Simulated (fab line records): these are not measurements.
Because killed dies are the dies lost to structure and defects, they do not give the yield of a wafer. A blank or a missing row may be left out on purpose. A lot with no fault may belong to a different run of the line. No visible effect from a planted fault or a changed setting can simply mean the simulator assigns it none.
Comparing a struck lot with a sound one | flow sky130 | 16 out of 708 route steps
Sound: the wafers L578.1, L578.3, L578.6. Struck: wafers L589.1, L589.5. (L589.3 of the same lot was not struck and is left out.) The cause comes at the end.
Per side, at each step with rows, come the tool, then ch with its chambers, and then its first start. Under that, the readings that differ: sound wafers | struck wafers | difference of the means | sigmas: that difference in standard deviations of wafers without a fault.
alike: readings with means less than 2 such deviations apart, plus words and numbers identical on both sides. not compared: withheld readings, readings lacking a value on some wafer, bounds such as >300 that could conceal the same value, and numbers that have no deviation in the record and whose values overlap.
A row with sigmas, a row that says differs or no value, or rows on one side alone: a step with any of these is where the two part. Numbers that don't overlap but have no deviation are shown without sigmas and don't part them. A reading missing from all wafers of one side parts the sides only when that side holds two or more wafers.

SKY_CAPM_THK_MEAS_01:
  sound on filmMetro-03 at day 37 13:35; struck on filmMetro-02 at day 41 02:50
  alike: CAPM_CVD_00_THK
SKY_CAPM_SPUTTER_02: material TiN, target thk 200 nm, time 166.7 s.
  sound on pvdSputter-01 at day 37 13:38; struck on pvdSputter-02 at day 41 02:54
  alike: chamberPressurePa, throttleValvePct
SKY_CAPM_RS_MEAS_03: measurement is done with a four-point probe.
  sound on filmMetro-01 at day 37 13:45; struck on filmMetro-02 at day 41 03:01
  alike: CAPM_TIN_RS
SKY_CAPM_THK_MEAS_04: measures by xrf.
  sound on filmMetro-01 at day 37 13:52; struck on filmMetro-02 at day 41 03:08
  alike: CAPM_TIN_THK
then, 7 steps without rows for these wafers: SKY_CAPM_DEHYDRATE_05 (time 60 s); SKY_CAPM_HMDS_06 (prime time 60 s); SKY_CAPM_COAT_07 (resist thk 1140 nm); SKY_CAPM_SOFTBAKE_08 (time 60 s); SKY_CAPM_EXPOSE_09 (exposes mask CAPM, target cd 1000 nm); SKY_CAPM_PEB_10; SKY_CAPM_DEVELOP_11 (develop time 60 s).
SKY_CAPM_OVL_MEAS_12:
  sound on overlay-02 at day 38 15:01; struck on overlay-02 at day 42 03:30
  alike: CAPM_OVL
SKY_CAPM_METAL_ETCH_13: etches TiN in Cl2/BCl3, stops on SiO2, target depth 220 nm, time 62.9 s.
  sound on rieMetal-03 ch 0,1, day 38 15:04; struck on rieMetal-04 ch 0, day 42 03:32
reading                                  | sound                | struck        | difference                    | sigmas
biasW (W)                                | 48.52 48.57 48.46    | - -           | no value on the struck wafers | 
oesProductAu (a.u.)                      | 0.941 0.939 0.936    | 1.003 0.994   | +0.060                        | +9
runLengthS (s)                           | 91.44 91.40 91.50    | 78.68 79.16   | -12.53                        | -42
throttleValvePct (%)                     | 21.895 21.899 21.899 | 21.857 21.851 | -0.044                        | -5
model.NOVOLAK_of_CAPM_COAT_07.thkNm (nm) | 994.2 995.3 992      | 1019 1021     | +26                           | 
model.CAPM.featureDepthNm (nm)           | 199.1 198.2 198.6    | 175.6 175.5   | -23.1                         | 
model.etch.depthNm (nm)                  | 199.1 198.2 198.6    | 175.6 175.5   | -23.1                         | 
  alike: drypumpMotorCurrentA
  not compared: rfHoursCounterH
SKY_CAPM_STRIP_14: strips in O2/N2.
  sound on plasmaAsher-02 ch 0,1, day 38 15:08; struck on plasmaAsher-04 ch 1, day 42 03:37
reading                  | sound             | struck      | difference | sigmas
stripTimeToEndpointS (s) | 12.67 12.68 12.64 | 12.89 12.91 | +0.24      | +5
  alike: drypumpMotorCurrentA, oesProductAu
  not compared: rfHoursCounterH
then, 1 step without rows for these wafers: SKY_CAPM_STRIP_15 (strips in post etch residue remover, time 1200 s).
-- the record jumps here: 7 days lie between the struck wafers' starts before and after (it left off in module CAPM and takes up again in module PAD_OPEN, whose first step shown is number 708 of the route) --
SKY_PAD_OPEN_PROBE_99:
  record: rows for the struck wafers here (prober-01, day 49 13:03), none for the sound ones

WHERE THEY PART
At SKY_CAPM_METAL_ETCH_13 first; at SKY_PAD_OPEN_PROBE_99 last (within this record only).

WHY: whatever the simulator had introduced
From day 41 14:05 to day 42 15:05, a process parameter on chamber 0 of rieMetal-04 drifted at SKY_CAPM_METAL_ETCH_13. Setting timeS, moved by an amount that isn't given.
